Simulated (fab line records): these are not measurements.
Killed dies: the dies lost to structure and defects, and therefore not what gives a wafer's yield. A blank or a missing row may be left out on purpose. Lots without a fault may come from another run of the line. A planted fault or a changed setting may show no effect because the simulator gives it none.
A lot that was struck, set against a sound lot | flow sky130 | 15 steps out of a route of 708
Sound: these wafers, L522.3, L522.5, L522.6. Struck: wafers L537.2, L537.5, L537.6. The cause is named last.
Each step with rows lists, per side, the tool, then ch with its chambers, then its first start. Under that, the readings that differ: sound wafers | struck wafers | difference of the means | sigmas: that difference in standard deviations of wafers without a fault.
alike: readings whose means differ by less than 2 such deviations, and words and numbers that are the same on both sides. not compared: withheld readings, readings that some wafer has no value for, bounds like >300 that may hide the same value, and numbers for which the record gives no deviation and whose values overlap.
The two part at a step that has a row with sigmas, a row that says differs or no value, or rows on one side only. Non-overlapping numbers with no deviation appear without sigmas and do not part them. A reading missing from all wafers of one side parts the sides only when that side holds two or more wafers.

SKY_SONOS_ONO_THK_MEAS_05:
  sound on filmMetro-03, day 11 13:01; struck on filmMetro-01, day 17 17:02
  alike: SONOS_ONO_CVD_04_THK
then, 7 steps without rows for these wafers: SKY_SONOS_ONO_DEHYDRATE_06 (time 60 s); SKY_SONOS_ONO_HMDS_07 (prime time 60 s); SKY_SONOS_ONO_COAT_08 (resist thk 1140 nm); SKY_SONOS_ONO_SOFTBAKE_09 (time 60 s); SKY_SONOS_ONO_EXPOSE_10 (exposes mask ONOM, target cd 410 nm); SKY_SONOS_ONO_PEB_11; SKY_SONOS_ONO_DEVELOP_12 (develop time 60 s).
SKY_SONOS_ONO_CD_MEAS_13: the cd target is 410 nm.
  sound on cdSem-02, day 12 13:25; struck on cdSem-01, day 18 22:25
  alike: cdNm
SKY_SONOS_ONO_OVL_MEAS_14:
  sound on overlay-02, day 12 13:31; struck on overlay-01, day 18 22:32
  alike: SONOS_ONO_OVL
SKY_SONOS_ONO_ETCH_15: etches the open film in CHF3/O2, target depth 19.52 nm, time 7.8 s.
  sound on rieDiel-04 ch 2,3, day 12 13:32; struck on rieDiel-04 ch 0,1,3, day 18 22:34
  alike: drypumpMotorCurrentA, oesProductAu, throttleValvePct
  not compared: rfHoursCounterH
then, 1 step without rows for these wafers: SKY_SONOS_ONO_WET_ETCH_16 (etches SiO2 in dHF, target depth 14 nm, time 280 s).
SKY_SONOS_ONO_STRIP_17: strips in O2/N2.
  sound on plasmaAsher-01 ch 0,1, day 12 13:40; struck on plasmaAsher-01 ch 0,1, day 18 22:40
reading                                       | sound             | struck            | difference                    | sigmas
oesProductAu (a.u.)                           | 0.704 0.704 0.711 | 0.855 0.865 0.844 | +0.148                        | +32
stripTimeToEndpointS (s)                      | 14.09 14.06 14.08 | - - -             | no value on the struck wafers | 
model.NOVOLAK_of_SONOS_ONO_COAT_08.thkNm (nm) | 0 0 0             | 755.4 757.4 754.2 | +755.7                        | 
  alike: drypumpMotorCurrentA
  not compared: rfHoursCounterH
then, 1 step without rows for these wafers: SKY_SONOS_ONO_WET_ETCH_18 (etches Si3N4 in H3PO4, target depth 15 nm, time 172 s).
-- here the record skips 31 days between the struck wafers' starts before and after, leaving off in module SONOS_ONO and picking up in module PAD_OPEN (first step shown: number 708 of the route) --
SKY_PAD_OPEN_PROBE_99:
  sound on prober-02, day 45 22:37; struck on prober-01, day 50 08:42
reading          | sound    | struck      | difference | sigmas
killedAtFrontEnd | 16 20 9  | 433 430 423 | +414       | +94
killedDies       | 91 85 64 | 492 492 492 | +412       | +41
killedOnRim      | 20 14 17 | 96 96 96    | +79        | +22
  alike: killed_at_M0_to_M3, killed_at_M4_up, killedAtContacts, killedAtOther, killedOpen, killedShort

== WHERE THEY PART ==
First at SKY_SONOS_ONO_STRIP_17; last, within this record, at SKY_PAD_OPEN_PROBE_99.

WHY: the cause the simulator had injected
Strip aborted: plasmaAsher-01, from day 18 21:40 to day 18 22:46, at SKY_SONOS_ONO_STRIP_17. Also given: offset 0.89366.
